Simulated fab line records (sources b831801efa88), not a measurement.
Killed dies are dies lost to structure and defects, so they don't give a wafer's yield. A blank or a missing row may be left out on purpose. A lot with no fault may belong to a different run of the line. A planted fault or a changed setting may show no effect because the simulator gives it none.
fab line records	flow sky130
record lots=6	wafers=18	last-day=49
route steps=708 shown VIA1@481 METAL2@483 PAD_OPEN@708
lots that met no fault: taken from a fault-free run of the same line
start-h: start of the lot's first displayed wafer, in hours after the record's first day	wait-h: hours from the lot's prior step to this one	" same as the row above	L1.1+2: several wafers, shown together as one row	- no value present, or no start provided	* or withheld: withheld	< > ~ a bound
route shown NAME@n: names a module that has steps shown in the file, with the first one's number in the route	usual: the fault-free wafers' mean and standard deviation	same: alike in all rows	chamber/n: place in a boat	sites: readings site by site	_std_site: standard deviation of those values	_edge_site: outer sites' mean less inner sites'	radius-mm: for every site, how far away it sits from the centre of the wafer	mask NAME#n: copy n	behind: the last tool/chamber to shape the wafer	hold: cause of the lot's hold/its duration in hours/its outcome	device: transistor that didn't switch, given as n, p or np	end of line: the tests these same wafers got at the end of their route	where a step has no rows: the recipe by itself	killed: dies that structure and defects cost at the first sort, which is not the same as the wafer's yield	map: a wafer's dies, x killed, . not, _ none there
set.NAME: the setting the step ran with; set.NAME@STEP: the setting that earlier step ran with	model.NAME: the simulator's own value behind a step, which no gauge read
certain route steps with their lots: each step a table, each wafer a row
services: from which hour (start-h, from the record's first day; less than 0 if before it) a tool's chamber was out of use, for how many hours, and why
## steps
# step SKY_VIA1_THK_MEAS_23
# recipe thk-meas-gauge=xrf	reads=W_of_VIA1_CVD_21
# usual VIA1_W_THK=273/4.8
lot.wafer	tool	chamber	start-h	wait-h	VIA1_W_THK[nm]
L592.1	film-metro-04	-	804.12	0.1	268
L592.4	"	-	"	"	265
L592.6	"	-	"	"	269
L594.2	film-metro-02	-	825.00	0.1	276
L594.3	"	-	"	"	273
L594.5	"	-	"	"	271
L602.4	film-metro-04	-	884.52	0.1	270
L602.5	"	-	"	"	266
L602.6	"	-	"	"	265
L603.1	film-metro-02	-	891.04	0.1	275
L603.3	"	-	"	"	278
L603.5	"	-	"	"	271
L605.2	film-metro-02	-	908.37	0.1	274
L605.3	"	-	"	"	269
L605.6	"	-	"	"	278
L608.2	film-metro-04	-	928.21	0.1	272
L608.4	"	-	"	"	276
L608.5	"	-	"	"	269
# step SKY_VIA1_CMP_24
# recipe stop-on=SiO2	t-overpolish-s=15	down-force-psi=3.5	platen-rpm=60	target-thk-nm=0	pad-velocity-m-s=0.94248
# usual motor-current-A=11.5/1.1	overpolish-run-s=15.000/0.0093	time-to-endpoint-s=66.3/2.9
lot.wafer	tool	chamber	start-h	wait-h	motor-current-A	overpolish-run-s	time-to-endpoint-s
L592.1	cmp-02	3	804.23	0.1	10.9	15.000	63.4
L592.4	"	0	"	"	12.4	15.009	62.5
L592.6	"	2	"	"	13.5	14.990	60.7
L594.3	cmp-02	1	825.05	0.0	10.8	14.989	66.0
L594.2	"	0	"	"	11.9	15.000	67.7
L594.5	"	1	"	"	11.2	15.003	68.9
L602.4	cmp-01	0	884.60	0.1	12.9	15.022	65.9
L602.6	"	3	"	"	10.4	14.987	63.5
L602.5	"	0	"	"	13.0	14.995	63.4
L603.1	cmp-02	3	891.10	0.1	11.1	15.006	64.7
L603.3	"	1	"	"	11.0	15.001	66.5
L603.5	"	0	"	"	12.3	15.013	63.5
L605.2	cmp-01	1	908.58	0.2	10.9	15.007	66.9
L605.3	"	2	"	"	10.1	15.004	63.2
L605.6	"	1	"	"	10.8	14.990	66.9
L608.2	cmp-02	1	928.31	0.1	11.2	15.000	69.7
L608.4	"	3	"	"	11.2	15.001	65.5
L608.5	"	0	"	"	11.6	14.992	63.4
# step SKY_METAL2_SPUTTER_00
# recipe material=Ti	target-thk-nm=15	power-w=3000	time-s=10	chamber-pressure-pa=0.4
# step SKY_METAL2_SPUTTER_01
# recipe material=TiN	target-thk-nm=20	power-w=6500	time-s=16.7	chamber-pressure-pa=0.4
# usual chamber-pressure-pa=0.4000/0.00082	throttle-valve-pct=29.9/0.99
lot.wafer	tool	chamber	start-h	wait-h	chamber-pressure-pa	throttle-valve-pct
L592.1	pvd-sputter-03	-	804.50	0.0	0.4000	29.6
L592.4	"	-	"	"	0.3998	30.6
L592.6	"	-	"	"	0.3998	31.4
L594.2	pvd-sputter-01	-	825.38	0.0	0.3991	29.2
L594.3	"	-	"	"	0.4005	29.7
L594.5	"	-	"	"	0.3986	29.5
L602.4	pvd-sputter-01	-	884.88	0.0	0.3992	27.7
L602.5	"	-	"	"	0.3993	29.1
L602.6	"	-	"	"	0.3984	27.8
L603.1	pvd-sputter-01	-	891.43	0.0	0.4016	28.0
L603.3	"	-	"	"	0.4009	29.8
L603.5	"	-	"	"	0.4000	29.5
L605.2	pvd-sputter-01	-	908.90	0.0	0.4001	30.7
L605.3	"	-	"	"	0.3999	29.1
L605.6	"	-	"	"	0.4017	30.7
L608.2	pvd-sputter-04	-	928.59	0.0	0.3997	29.9
L608.4	"	-	"	"	0.3983	30.5
L608.5	"	-	"	"	0.4000	30.6
# step SKY_METAL2_SPUTTER_02
# recipe material=AlCu	target-thk-nm=250	power-w=10600	time-s=13.3	chamber-pressure-pa=0.4
# usual chamber-pressure-pa=0.3999/0.00086	throttle-valve-pct=29.9/0.99
lot.wafer	tool	chamber	start-h	wait-h	chamber-pressure-pa	throttle-valve-pct
L592.1	pvd-sputter-03	-	804.52	0.0	0.3996	29.4
L592.4	"	-	"	"	0.4003	30.5
L592.6	"	-	"	"	0.3990	31.3
L594.2	pvd-sputter-01	-	825.40	0.0	0.3989	29.1
L594.3	"	-	"	"	0.4003	29.9
L594.5	"	-	"	"	0.3999	29.9
L602.4	pvd-sputter-01	-	884.90	0.0	0.3986	27.8
L602.5	"	-	"	"	0.3990	29.2
L602.6	"	-	"	"	0.3999	27.8
L603.1	pvd-sputter-01	-	891.45	0.0	0.4001	28.0
L603.3	"	-	"	"	0.4013	29.6
L603.5	"	-	"	"	0.4014	29.8
L605.2	pvd-sputter-01	-	908.93	0.0	0.4003	30.7
L605.3	"	-	"	"	0.3998	29.2
L605.6	"	-	"	"	0.4015	31.0
L608.2	pvd-sputter-04	-	928.61	0.0	0.4001	30.0
L608.4	"	-	"	"	0.4004	30.4
L608.5	"	-	"	"	0.3986	30.6
# step SKY_METAL2_SPUTTER_03
# recipe material=Ti	target-thk-nm=5	power-w=3000	time-s=3.3	chamber-pressure-pa=0.4
# step SKY_METAL2_SPUTTER_04
# recipe material=TiN	target-thk-nm=70	power-w=6500	time-s=58.3	chamber-pressure-pa=0.4
# usual chamber-pressure-pa=0.4000/0.00072	throttle-valve-pct=29.9/1
lot.wafer	tool	chamber	start-h	wait-h	chamber-pressure-pa	throttle-valve-pct
L592.1	pvd-sputter-03	-	804.57	0.0	0.3989	29.4
L592.4	"	-	"	"	0.3995	30.7
L592.6	"	-	"	"	0.4014	31.6
L594.2	pvd-sputter-01	-	825.44	0.0	0.3994	28.9
L594.3	"	-	"	"	0.4008	29.7
L594.5	"	-	"	"	0.4004	29.7
L602.4	pvd-sputter-01	-	884.94	0.0	0.3997	27.9
L602.5	"	-	"	"	0.3995	29.2
L602.6	"	-	"	"	0.4013	27.8
L603.1	pvd-sputter-01	-	891.50	0.0	0.4005	28.0
L603.3	"	-	"	"	0.4008	30.0
L603.5	"	-	"	"	0.4007	29.7
L605.2	pvd-sputter-01	-	908.97	0.0	0.3990	31.1
L605.3	"	-	"	"	0.3998	29.1
L605.6	"	-	"	"	0.3995	30.8
L608.2	pvd-sputter-04	-	928.66	0.0	0.4014	29.7
L608.4	"	-	"	"	0.4002	30.4
L608.5	"	-	"	"	0.3992	30.7
# step SKY_METAL2_RS_MEAS_05
# recipe thk-meas-gauge=four-point-probe	reads=TiN_of_METAL2_SPUTTER_04+Ti_of_METAL2_SPUTTER_03+AlCu_of_METAL2_SPUTTER_02+TiN_of_METAL2_SPUTTER_01+Ti_of_METAL2_SPUTTER_00
# usual METAL2_ALCU_RS=0.1269/0.0016
lot.wafer	tool	chamber	start-h	wait-h	METAL2_ALCU_RS[ohm/sq]
L592.1	film-metro-03	-	804.62	0.0	0.1291
L592.4	"	-	"	"	0.1306
L592.6	"	-	"	"	0.1307
L594.2	film-metro-01	-	825.51	0.0	0.1275
L594.3	"	-	"	"	0.1259
L594.5	"	-	"	"	0.1268
L602.4	film-metro-04	-	885.05	0.1	0.1265
L602.5	"	-	"	"	0.1264
L602.6	"	-	"	"	0.1260
L603.1	film-metro-04	-	891.54	0.0	0.1274
L603.3	"	-	"	"	0.1284
L603.5	"	-	"	"	0.1271
L605.2	film-metro-04	-	909.04	0.0	0.1252
L605.3	"	-	"	"	0.1234
L605.6	"	-	"	"	0.1254
L608.2	film-metro-04	-	928.72	0.0	0.1249
L608.4	"	-	"	"	0.1254
L608.5	"	-	"	"	0.1239
# step SKY_METAL2_THK_MEAS_06
# recipe thk-meas-gauge=xrf	reads=AlCu_of_METAL2_SPUTTER_02
# usual METAL2_ALCU_THK=252/3.1
lot.wafer	tool	chamber	start-h	wait-h	METAL2_ALCU_THK[nm]
L592.1	film-metro-03	-	804.74	0.1	248
L592.4	"	-	"	"	247
L592.6	"	-	"	"	245
L594.2	film-metro-01	-	825.62	0.1	250
L594.3	"	-	"	"	253
L594.5	"	-	"	"	252
L602.4	film-metro-04	-	885.14	0.1	252
L602.5	"	-	"	"	251
L602.6	"	-	"	"	253
L603.1	film-metro-04	-	891.66	0.1	253
L603.3	"	-	"	"	249
L603.5	"	-	"	"	253
L605.2	film-metro-04	-	909.15	0.1	254
L605.3	"	-	"	"	260
L605.6	"	-	"	"	254
L608.2	film-metro-04	-	928.83	0.1	256
L608.4	"	-	"	"	252
L608.5	"	-	"	"	257
# step SKY_METAL2_DEHYDRATE_07
# recipe temp-c=200	time-s=60
# step SKY_METAL2_HMDS_08
# recipe prime-time-s=60	prime-temp-c=120
# step SKY_METAL2_COAT_09
# recipe resist=BARC	temp-c=withheld	time-s=withheld	spin-rpm=3000	resist-thk-nm=60
# step SKY_METAL2_COAT_10
# recipe resist=KrF-thick	spin-rpm=3000	resist-thk-nm=450
# usual spin-speed-rpm=3000.3/2.6
lot.wafer	tool	chamber	start-h	wait-h	spin-speed-rpm	model.KrF-thick_of_METAL2_COAT_10.thk-nm
L592.1	litho-track-03	0	818	-	3002.2	450.2
L592.4	"	0	"	"	3003.5	450
L592.6	"	0	"	"	3002.4	449.4
L594.2	litho-track-04	0	838	-	3004.4	449.5
L594.3	"	0	"	"	3004.1	448.4
L594.5	"	0	"	"	3002.6	449.5
L602.4	litho-track-03	0	897	-	2707.1	475.3
L602.5	"	0	"	"	2712.0	475.1
L602.6	"	0	"	"	2716.5	474.1
L603.1	litho-track-03	0	904	-	2710.2	475.1
L603.3	"	0	"	"	2713.4	475.4
L603.5	"	0	"	"	2714.2	476.7
L605.2	litho-track-04	0	920	-	2996.0	448.9
L605.3	"	0	"	"	3001.5	447.1
L605.6	"	0	"	"	2997.4	449.7
L608.2	litho-track-01	0	940	-	3001.1	450.4
L608.4	"	0	"	"	3001.2	449
L608.5	"	0	"	"	2999.8	449.9
# step SKY_METAL2_SOFTBAKE_11
# recipe temp-c=100	time-s=90	resist=KrF-thick
# step SKY_METAL2_EXPOSE_12
# recipe mask-id=MM2	na=0.8	source-shape=annular	sigma-inner=0.55	sigma-outer=0.85	target-cd-nm=140	dose-mj=28
# step SKY_METAL2_PEB_13
# recipe peb-temp-c=withheld	peb-time-s=withheld	resist=KrF-thick
# step SKY_METAL2_DEVELOP_14
# recipe develop-time-s=60	resist=KrF-thick	dev-temp-c=21
# step SKY_METAL2_CD_MEAS_15
# recipe target-cd-nm=140
# usual cd-nm=139.8/1.7
lot.wafer	tool	chamber	start-h	wait-h	cd-nm
L592.1	cd-sem-02	-	830.64	-	138.6
L592.4	"	-	"	"	138.6
L592.6	"	-	"	"	137.7
L594.2	cd-sem-02	-	851.51	-	139.4
L594.3	"	-	"	"	139.8
L594.5	"	-	"	"	139.7
L602.4	cd-sem-01	-	911.09	-	140.2
L602.5	"	-	"	"	139.9
L602.6	"	-	"	"	138.7
L603.1	cd-sem-01	-	916.94	-	137.4
L603.3	"	-	"	"	137.6
L603.5	"	-	"	"	137.1
L605.2	cd-sem-02	-	933.55	-	138.7
L605.3	"	-	"	"	139.4
L605.6	"	-	"	"	140.2
L608.2	cd-sem-02	-	952.66	-	141.5
L608.4	"	-	"	"	140.4
L608.5	"	-	"	"	141.4
# step SKY_METAL2_OVL_MEAS_16
# usual METAL2_OVL=1/5.6
lot.wafer	tool	chamber	start-h	wait-h	METAL2_OVL[nm]
L592.1	overlay-02	-	830.76	0.1	-2
L592.4	"	-	"	"	5
L592.6	"	-	"	"	3
L594.2	overlay-01	-	851.62	0.1	-1
L594.3	"	-	"	"	2
L594.5	"	-	"	"	-1
L602.4	overlay-02	-	911.16	0.1	5
L602.5	"	-	"	"	-3
L602.6	"	-	"	"	0
L603.1	overlay-02	-	917.06	0.1	10
L603.3	"	-	"	"	7
L603.5	"	-	"	"	8
L605.2	overlay-02	-	933.65	0.1	1
L605.3	"	-	"	"	0
L605.6	"	-	"	"	-11
L608.2	overlay-02	-	952.77	0.1	-4
L608.4	"	-	"	"	-2
L608.5	"	-	"	"	0
# step SKY_METAL2_DESCUM_17
# recipe chemistry=O2	source-power-w=150	bias-power-w=0	pressure-mtorr=10	temp-c=40	time-s=8
# step SKY_METAL2_ETCH_18
# recipe chemistry=N2/H2	target=BARC	ion-energy-ev=200	bias-w=100	pressure-mtorr=30	n2-flow-sccm=100	h2-flow-sccm=200	icp-w=500	stop-on=SiO2	time-s=45.9	target-depth-a=600
# usual chamber-pressure-mTorr=29.999/0.027	drypump-motor-current-A=5.4/0.48	he-backside-leak-sccm=3.3/0.32	oes-product-au=0.855/0.0046	throttle-valve-pct=13.223/0.009
lot.wafer	tool	chamber	start-h	wait-h	chamber-pressure-mTorr	drypump-motor-current-A	he-backside-leak-sccm	oes-product-au	rf-hours-counter-h	throttle-valve-pct
L592.1	rie-metal-03	0	830.83	0.0	29.988	6.1	3.7	0.855	5	13.220
L592.4	"	0	"	"	30.048	6.1	3.8	0.850	-	13.233
L592.6	"	0	"	"	29.986	6.1	3.5	0.851	-	13.219
L594.2	rie-metal-02	1	851.68	0.0	30.013	5.7	3.2	0.854	15	13.222
L594.3	"	1	"	"	30.006	5.7	4.7	0.850	-	13.229
L594.5	"	1	"	"	30.007	5.7	3.3	0.854	-	13.220
L602.4	rie-metal-02	0	911.24	0.0	30.046	4.8	3.1	0.860	-	13.210
L602.5	"	0	"	"	30.069	4.8	3.1	0.858	-	13.238
L602.6	"	1	"	"	30.001	5.7	3.2	0.865	-	13.208
L603.1	rie-metal-03	1	917.13	0.0	30.022	5.0	3.4	0.855	8	13.232
L603.3	"	0	"	"	30.008	6.1	3.5	0.846	-	13.225
L603.5	"	1	"	"	29.932	5.0	3.4	0.849	-	13.222
L605.2	rie-metal-02	0	933.71	0.0	30.035	4.8	3.1	0.853	11	13.232
L605.3	"	1	"	"	29.955	5.7	3.2	0.854	-	13.232
L605.6	"	1	"	"	29.987	5.7	3.3	0.854	-	13.226
L608.2	rie-metal-01	1	952.83	0.0	30.039	5.8	3.1	0.858	11	13.217
L608.4	"	0	"	"	29.976	5.6	3.3	0.850	-	13.235
L608.5	"	1	"	"	30.063	5.8	3.1	0.855	-	13.226
# step SKY_METAL2_METAL_ETCH_19
# recipe target-depth-a=3600	stop-on=SiO2	over-etch-frac=0.3	time-s=78	chemistry=Cl2/BCl3	resist-sidewall-deg=88	pressure-mtorr=10	icp-w=900	bias-w=48.5	Cl2_flow_sccm=60	bcl3-flow-sccm=30
# usual chamber-pressure-mTorr=9.999/0.0081	drypump-motor-current-A=5.4/0.48	he-backside-leak-sccm=3.23/0.26	oes-product-au=0.854/0.0061	throttle-valve-pct=22.263/0.0094
lot.wafer	tool	chamber	start-h	wait-h	chamber-pressure-mTorr	drypump-motor-current-A	he-backside-leak-sccm	oes-product-au	rf-hours-counter-h	throttle-valve-pct	model.KrF-thick_of_METAL2_COAT_10.thk-nm
L592.1	rie-metal-03	0	830.89	0.0	9.986	6.1	3.48	0.844	5	22.276	160.7
L592.4	"	0	"	"	9.998	6.1	3.59	0.841	-	22.268	158.9
L592.6	"	0	"	"	10.019	6.1	3.75	0.846	-	22.282	160
L594.2	rie-metal-02	1	851.74	0.0	9.994	5.7	3.13	0.856	15	22.276	158.6
L594.3	"	1	"	"	9.995	5.7	3.10	0.854	-	22.258	158.3
L594.5	"	1	"	"	9.992	5.7	3.09	0.853	-	22.254	159.7
L602.4	rie-metal-02	0	911.31	0.1	10.004	4.8	2.89	0.850	-	22.265	186.7
L602.5	"	0	"	"	9.998	4.8	3.04	0.854	-	22.244	186.3
L602.6	"	1	"	"	9.998	5.7	3.15	0.857	-	22.260	187.3
L603.1	rie-metal-03	1	917.19	0.0	9.998	5.0	3.57	0.849	8	22.267	184.7
L603.3	"	0	"	"	9.991	6.1	3.43	0.857	-	22.253	182
L603.5	"	1	"	"	9.993	5.0	3.50	0.855	-	22.257	184.1
L605.2	rie-metal-02	0	933.78	0.0	9.984	4.8	2.95	0.854	11	22.260	154.8
L605.3	"	1	"	"	10.009	5.7	3.14	0.846	-	22.257	159
L605.6	"	1	"	"	10.000	5.7	3.16	0.872	-	22.255	159
L608.2	rie-metal-01	1	952.90	0.0	9.993	5.8	3.52	0.858	11	22.282	157.7
L608.4	"	0	"	"	9.993	5.6	3.24	0.862	-	22.252	159.3
L608.5	"	1	"	"	9.998	5.8	3.42	0.871	-	22.270	157.4
# step SKY_METAL2_STRIP_20
# recipe chemistry=O2/N2	power-w=1400	pressure-mtorr=1500	platen-temp-c=withheld	o2-flow-sccm=3000	n2-flow-sccm=300	overash-fraction=0.5
# usual chamber-pressure-mTorr=1499.9/1.4	drypump-motor-current-A=5.7/0.3	oes-product-au=0.343/0.0046	strip-time-to-endpoint-s=2.703/0.027
lot.wafer	tool	chamber	start-h	wait-h	chamber-pressure-mTorr	drypump-motor-current-A	oes-product-au	rf-hours-counter-h	strip-time-to-endpoint-s
L592.1	plasma-asher-01	0	830.98	0.1	1501.2	5.0	0.340	40	2.698
L592.4	"	1	"	"	1498.5	5.9	0.344	-	2.689
L592.6	"	1	"	"	1500.5	5.9	0.338	-	2.700
L594.2	plasma-asher-02	1	851.83	0.1	1496.5	5.7	0.347	11	2.705
L594.3	"	1	"	"	1499.0	5.7	0.337	-	2.699
L594.5	"	0	"	"	1498.3	6.1	0.345	-	2.701
L602.4	plasma-asher-03	0	911.40	0.1	1501.0	5.5	0.348	-	2.995
L602.5	"	1	"	"	1502.1	5.6	0.353	-	2.981
L602.6	"	0	"	"	1502.6	5.5	0.354	-	3.003
L603.1	plasma-asher-02	1	917.28	0.1	1503.5	5.7	0.357	18	2.971
L603.3	"	1	"	"	1501.0	5.7	0.351	-	2.955
L603.5	"	1	"	"	1497.8	5.7	0.355	-	2.972
L605.2	plasma-asher-01	1	933.87	0.1	1499.4	5.9	0.344	49	2.652
L605.3	"	0	"	"	1502.7	5.1	0.337	-	2.692
L605.6	"	0	"	"	1500.7	5.0	0.340	-	2.681
L608.2	plasma-asher-02	0	952.99	0.1	1499.7	6.1	0.342	21	2.682
L608.4	"	1	"	"	1500.8	5.7	0.338	-	2.708
L608.5	"	0	"	"	1498.9	6.1	0.344	-	2.672
# step SKY_METAL2_STRIP_21
# recipe chemistry=post-etch-residue-remover	time-s=1200	temp-c=72.5
# step SKY_PAD_OPEN_PROBE_99
# usual defect-limited-yield=82.4/1.8	killed_at_M0_to_M3=44/7.2	killed_at_M4_up=3.5/1.8	killed-at-contacts=25/5.1	killed-at-front-end=14/4.4	killed-at-other=0.4/0.58	killed-dies=87/9.1	killed-open=48/6.9	killed-short=38/6.3	sort_bin_3_pad_short=0.9/0.43	sort_bin_5_function=10.5/1.5	sort_bin_6_memory=6.3/1.1	sort-n-pass=405/9.1	sort-yield-pct=82.4/1.8
# same gross-dies=492	killed-at-back-side=0	sort_bin_4_leakage[%]=0	sort_bin_8_speed[%]=0
lot.wafer	tool	chamber	start-h	wait-h	defect-limited-yield[%]	killed_at_M0_to_M3	killed_at_M4_up	killed-at-contacts	killed-at-front-end	killed-at-other	killed-dies	killed-open	killed-short	sort_bin_3_pad_short[%]	sort_bin_5_function[%]	sort_bin_6_memory[%]	sort-n-pass	sort-yield-pct[%]
L592.1	prober-02	-	1086.98	0.1	82.9	46	2	22	14	0	84	41	43	1.4	10.4	5.3	408	82.9
L592.4	prober-02	-	1087.13	0.2	81.1	45	2	18	28	0	93	47	46	0.2	12.4	6.3	399	81.1
L592.6	prober-02	-	1087.23	0.2	80.5	49	2	25	20	0	96	53	43	0.8	12.8	5.9	396	80.5
L594.2	prober-02	-	1099.06	0.1	80.3	45	3	33	15	1	97	55	41	0.8	12.4	6.5	395	80.3
L594.3	prober-02	-	1099.11	0.2	83.5	41	7	22	10	1	81	42	39	1.2	9.8	5.5	411	83.5
L594.5	prober-02	-	1099.21	0.2	79.9	48	6	29	16	0	99	61	38	1.2	12.4	6.5	393	79.9
L603.1	prober-02	-	1150.80	0.1	86.0	38	1	18	12	0	69	38	31	0.8	8.7	4.5	423	86.0
L603.3	prober-02	-	1150.90	0.2	82.3	45	3	20	19	0	87	55	31	1.0	12.2	4.5	405	82.3
L603.5	prober-02	-	1151.00	0.2	85.0	46	1	15	12	0	74	50	24	0	10.0	5.1	418	85.0
L608.2	prober-01	-	1175.74	0.1	84.6	43	2	14	16	1	76	42	34	0	8.9	6.5	416	84.6
L608.4	prober-01	-	1175.84	0.2	86.6	32	3	22	9	0	66	36	30	0.4	6.9	6.1	426	86.6
L608.5	prober-01	-	1175.89	0.2	81.3	47	3	23	19	0	92	62	29	1.0	11.8	5.9	400	81.3
# killed by level:class
L592.1 VIA1:geometric-particle:open=11 CONTACT:geometric-particle:open=10 METAL1:geometric-particle:short=9 FIELD_ISO:geometric-particle:short=7 LI_CONTACT:geometric-particle:open=5 METAL3:geometric-particle:short=5 METAL2:geometric-particle:short=5 FIELD_ISO:geometric-particle:open=4
L592.4 VIA1:geometric-particle:open=11 FIELD_ISO:geometric-particle:short=7 POLY_GATE:geometric-particle:short=7 METAL2:geometric-particle:short=7 VIA3:geometric-particle:open=7 FIELD_ISO:geometric-particle:open=6 CONTACT:geometric-particle:open=6 METAL1:geometric-particle:short=5
L592.6 CONTACT:geometric-particle:open=10 VIA3:geometric-particle:open=9 VIA2:geometric-particle:open=8 METAL1:geometric-particle:short=7 VIA1:geometric-particle:open=7 METAL2:geometric-particle:short=6 LI_CONTACT:geometric-particle:open=6 FIELD_ISO:geometric-particle:short=5
L594.2 CONTACT:geometric-particle:open=13 VIA1:geometric-particle:open=11 VIA3:geometric-particle:open=9 VIA1:geometric-particle:short=6 LI_CONTACT:geometric-particle:short=5 LI_CONTACT:geometric-particle:open=5 CONTACT:geometric-particle:short=5 FIELD_ISO:geometric-particle:open=4
L594.3 CONTACT:geometric-particle:open=9 VIA1:geometric-particle:open=9 LI_CONTACT:geometric-particle:open=6 VIA2:geometric-particle:short=5 METAL4:geometric-particle:short=5 METAL1:geometric-particle:short=4 METAL2:geometric-particle:short=4 VIA2:geometric-particle:open=4
L594.5 LI_CONTACT:geometric-particle:open=11 VIA1:geometric-particle:open=10 VIA3:geometric-particle:open=8 VIA2:geometric-particle:open=7 FIELD_ISO:geometric-particle:short=6 CONTACT:geometric-particle:short=5 CONTACT:geometric-particle:open=5 LI_CONTACT:geometric-particle:short=4
L603.1 CONTACT:geometric-particle:open=10 METAL2:geometric-particle:short=7 VIA1:geometric-particle:open=7 FIELD_ISO:geometric-particle:short=5 LI_CONTACT:geometric-particle:open=5 VIA1:geometric-particle:short=5 FIELD_ISO:geometric-particle:open=4 METAL1:geometric-particle:short=4
L603.3 VIA1:geometric-particle:open=10 CONTACT:geometric-particle:open=10 VIA3:geometric-particle:open=9 FIELD_ISO:geometric-particle:short=7 VIA2:geometric-particle:open=7 METAL2:geometric-particle:short=6 FIELD_ISO:geometric-particle:open=5 LI_CONTACT:geometric-particle:open=4
L603.5 VIA1:geometric-particle:open=12 CONTACT:geometric-particle:open=8 VIA2:geometric-particle:open=6 LI_CONTACT:geometric-particle:open=5 VIA3:geometric-particle:short=5 POLY_GATE:geometric-particle:open=4 METAL1:geometric-particle:short=4 VIA2:geometric-particle:short=4
L608.2 VIA3:geometric-particle:open=13 POLY_GATE:geometric-particle:short=7 VIA1:geometric-particle:short=7 VIA1:geometric-particle:open=7 VIA2:geometric-particle:open=6 LI_CONTACT:geometric-particle:open=5 CONTACT:geometric-particle:open=5 FIELD_ISO:geometric-particle:short=4
L608.4 CONTACT:geometric-particle:open=10 VIA2:geometric-particle:open=7 VIA1:geometric-particle:open=7 LI_CONTACT:geometric-particle:open=5 VIA1:geometric-particle:short=5 FIELD_ISO:geometric-particle:open=4 METAL1:geometric-particle:short=4 METAL2:geometric-particle:short=4
L608.5 VIA2:geometric-particle:open=11 VIA1:geometric-particle:open=10 VIA3:geometric-particle:open=9 LI_CONTACT:geometric-particle:open=8 CONTACT:geometric-particle:open=8 FIELD_ISO:geometric-particle:open=5 POLY_GATE:geometric-particle:open=5 FIELD_ISO:geometric-particle:short=4
## services
tool	chamber	start-h	hours	kind
pvd-sputter-04	3	782.19	-	consumable-replace:kit
pvd-sputter-04	3	782.19	18.0	scheduled-down
cmp-01	-	786.54	1.6	repair
pvd-sputter-04	-	791.24	1.4	repair
cmp-01	-	794.63	7.9	pm
cmp-01	-	807.60	0.4	repair
cmp-02	-	811.84	2.3	repair
rie-metal-01	1	813.56	5.7	repair
cmp-01	-	822.49	15.5	pm
cmp-02	-	838.15	7.0	pm
pvd-sputter-01	-	849.35	1.8	repair
cmp-01	-	852.07	6.3	repair
cmp-01	-	854.87	1.4	repair
plasma-asher-01	-	858.16	7.7	repair
cmp-02	-	860.16	3.2	pm
pvd-sputter-03	-	884.25	2.4	repair
cmp-02	-	907.59	3.9	repair
cmp-01	-	912.12	4.0	pm
plasma-asher-03	-	919.48	2.4	repair
pvd-sputter-01	-	931.00	11.1	repair
rie-metal-03	1	934.91	2.4	repair
cmp-01	-	937.70	15.6	repair
cmp-01	-	943.40	0.6	repair
plasma-asher-03	-	948.72	15.6	pm
## key
first-sign step=SKY_METAL2_COAT_10	reading=spin-speed-rpm	direction=down	sigmas=99+	usual=3000.3	struck=2712.2
effect step=SKY_METAL2_STRIP_20	reading=strip-time-to-endpoint-s	direction=up	sigmas=10	usual=*	struck=*
model-effect step=SKY_METAL2_COAT_10	value=KrF-thick_of_METAL2_COAT_10.thk-nm	without=451.8	struck=475.3
model-effect step=SKY_METAL2_METAL_ETCH_19	value=KrF-thick_of_METAL2_COAT_10.thk-nm	without=161.7	struck=185.2
met-at SKY_METAL2_COAT_10
struck-wafers L602.4,L602.5,L602.6,L603.1,L603.3,L603.5
onset-between 818 897
fault kind=process-parameter-drift	tool=litho-track-03	chamber=-	onset-h=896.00	steps=SKY_METAL2_COAT_10	channel=spin-rpm	offset=-288.99	shape=step	end-h=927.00	acts-in=these-recipes-only	stated=3000
